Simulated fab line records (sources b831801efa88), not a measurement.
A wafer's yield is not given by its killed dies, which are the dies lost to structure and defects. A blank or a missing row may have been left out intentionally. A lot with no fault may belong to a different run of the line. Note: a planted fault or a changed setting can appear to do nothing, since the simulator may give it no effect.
Which of the tools did it?    flow sky130    33 wafers from 11 lots sampled at 4 of the route's 708 steps

## WHAT EACH GAUGE READ, for each wafer
SKY_PASSIVATION_THK_MEAS_03.
lot   measured      on             PASSIVATION_CVD_02_THK (nm)
L767  day 43 18:48  film metro-03  530 535 541
L768  day 44 02:17  film metro-02  538 535 550
L769  day 44 03:17  film metro-01  537 529 538
L771  day 45 00:28  film metro-01  534 537 545
L774  day 45 21:01  film metro-02  537 537 549
L778  day 46 22:08  film metro-02  540 542 542
L779  day 47 03:25  film metro-02  587 596 600
L780  day 47 16:01  film metro-02  608 598 599
L785  day 48 10:17  film metro-02  529 540 547
L787  day 48 19:28  film metro-03  540 539 535
L788  day 49 01:32  film metro-03  540 550 542

## EACH LOT AND THE TOOL THAT RAN IT (in order: tool; ch and the chambers of the sampled wafers; start)
lot   SKY_VIA4_CMP_02                SKY_VIA4_CMP_21                SKY_PASSIVATION_CVD_02
L767  cmp-02 ch 1,2,3, day 41 17:17  cmp-02 ch 0,2,3, day 42 18:16  pecvd-01 ch 1,2, day 43 18:34
L768  cmp-02 ch 0,1, day 42 01:08    cmp-02 ch 1,2,3, day 43 02:19  pecvd-01 ch 0,2, day 44 02:04
L769  cmp-02 ch 1,2,3, day 42 02:23  cmp-02 ch 0,1,3, day 43 02:49  pecvd-04 ch 0,1,2, day 44 03:04
L771  cmp-01 ch 0,1,2, day 43 00:21  cmp-01 ch 0,1,3, day 44 00:19  pecvd-01 ch 0,1, day 45 00:13
L774  cmp-02 ch 0,2,3, day 43 23:28  cmp-02 ch 0,2,3, day 44 22:43  pecvd-01 ch 0,1, day 45 20:47
L778  cmp-02 ch 1,2,3, day 45 02:07  cmp-01 ch 0,1,3, day 46 00:40  pecvd-04 ch 0,1,2, day 46 21:55
L779  cmp-02 ch 0,1,3, day 45 08:17  cmp-01 ch 0,1,2, day 46 06:38  pecvd-04 ch 0,2, day 47 03:05
L780  cmp-02 ch 0,3, day 45 20:22    cmp-01 ch 2,3, day 46 18:11    pecvd-04 ch 0,1,2, day 47 15:53
L785  cmp-02 ch 0,2,3, day 46 16:35  cmp-01 ch 1,2, day 47 13:28    pecvd-01 ch 0,2, day 48 10:04
L787  cmp-01 ch 1,2,3, day 47 02:11  cmp-01 ch 0,1,2, day 47 23:04  pecvd-02 ch 0,1,2, day 48 19:14
L788  cmp-01 ch 0,1,2, day 47 09:05  cmp-02 ch 2,3, day 48 05:33    pecvd-01 ch 1,2, day 49 01:19
- SKY_VIA4_CMP_02: polishes SiO2.
- SKY_VIA4_CMP_21: polishes, stops on SiO2, t overpolish 25 s, target thk 0 nm.
- SKY_PASSIVATION_CVD_02: deposits Si3N4, target thk 540 nm.

## THE ANSWER, worked out from the rows above alone
Rule: what is usual is taken from the lots themselves. Put in order of their means at a reading, lots are off if they are a third of the lots or fewer, leave a main group of 4 or more, and stand apart from it by a gap of 3 or more times the standard deviation of the main group's means; of several such gaps the widest counts. A main group whose means are all the same, to the digits that the tables above print for the reading, isn't used. Also off: a lot with no number at a reading for which 4 or more lots have one. Any other lot the step has rows for is counted as sound.
Off: L779, L780, seen at SKY_PASSIVATION_THK_MEAS_03 (PASSIVATION_CVD_02_THK). The main group has a mean of 539 nm with a standard deviation of 2.8.
If a tool, at a process step before that reading, ran all the lots that are off and no sound lot after the first of them, it fits. Gauges at SKY_PASSIVATION_THK_MEAS_03: tried the same way as those tools. One candidate fits, namely pecvd-04 at SKY_PASSIVATION_CVD_02. A fault onset in the window from L778 (day 46 21:55, its last sound lot) to L779 (day 47 03:05, its first lot off) fits.

## WHAT HAD BEEN PUT IN BY THE SIMULATOR
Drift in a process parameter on pecvd-04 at SKY_PASSIVATION_CVD_02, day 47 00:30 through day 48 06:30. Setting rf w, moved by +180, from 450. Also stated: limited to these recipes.
Struck lots among those shown: L779, L780. The rule given above showed the same thing.
